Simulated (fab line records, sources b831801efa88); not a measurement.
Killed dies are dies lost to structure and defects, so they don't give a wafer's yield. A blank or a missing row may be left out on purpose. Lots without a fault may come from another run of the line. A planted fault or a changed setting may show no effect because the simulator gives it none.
Chamber matching | flow gf180mcu | GF_V3_CVD_02 on pecvd-03: 3 sister chambers
The step deposits SiO2 from TEOS, target thk 850 nm, time 94.851 s. 22 wafers are shown with their chamber, then 11 later ones without.

WAFERS WITH THEIR CHAMBER
wafer  | chamber | heater_power_w (W)
L078.1 | 1       | 615
L078.3 | 0       | 620
L078.6 | 2       | 854
L080.3 | 0       | 605
L080.4 | 2       | 786
L080.5 | 1       | 730
L081.1 | 1       | 721
L081.3 | 2       | 837
L081.4 | 0       | 670
L083.2 | 1       | 612
L083.3 | 0       | 672
L083.6 | 1       | 696
L084.3 | 0       | 660
L084.5 | 1       | 581
L084.6 | 2       | 679
L088.1 | 1       | 602
L088.2 | 0       | 732
L088.4 | 0       | 754
L089.2 | 2       | 789
L089.3 | 1       | 678
L089.4 | 0       | 614
L091.1 | 2       | 777

SIGNATURES (means of the wafers above)
reading        | chamber 0 | chamber 1 | chamber 2 | scatter within a chamber
heater_power_w | 665.88    | 654.38    | 787.00    | 57.8
Rule: a wafer's distance from a chamber is the root of the sum, over the readings, of the square of ((its reading less the chamber's mean) divided by the reading's scatter). The wafer belongs to the nearest chamber; if the next one is less than 2 further off, it can't be placed. The scatter: the root of (the sum of the squares of (reading less its chamber's mean) over the shown wafers, divided by (wafers less chambers)).

WAFERS WITHOUT THEIR CHAMBER
wafer  | heater_power_w (W)
L091.4 | 632
L091.6 | 758
L094.1 | 709
L094.3 | 676
L094.4 | 755
L095.3 | 645
L095.4 | 675
L095.5 | 646
L097.1 | 741
L097.5 | 655
L097.6 | 676

WHICH CHAMBER EACH WENT THROUGH
wafer  | from the rows above          | in truth
L091.4 | can't be placed: 1 or 0      | 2
L091.6 | can't be placed: 2 or 0 or 1 | 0
L094.1 | can't be placed: 0 or 1 or 2 | 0
L094.3 | can't be placed: 0 or 1 or 2 | 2
L094.4 | can't be placed: 2 or 0 or 1 | 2
L095.3 | can't be placed: 1 or 0      | 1
L095.4 | can't be placed: 0 or 1 or 2 | 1
L095.5 | can't be placed: 1 or 0      | 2
L097.1 | can't be placed: 2 or 0 or 1 | 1
L097.5 | can't be placed: 1 or 0      | 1
L097.6 | can't be placed: 0 or 1 or 2 | 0
Placed correctly: 0 of 11. Can't be placed from these rows: 11 (the true chamber is among the candidates in 9). Placed wrongly: 0.
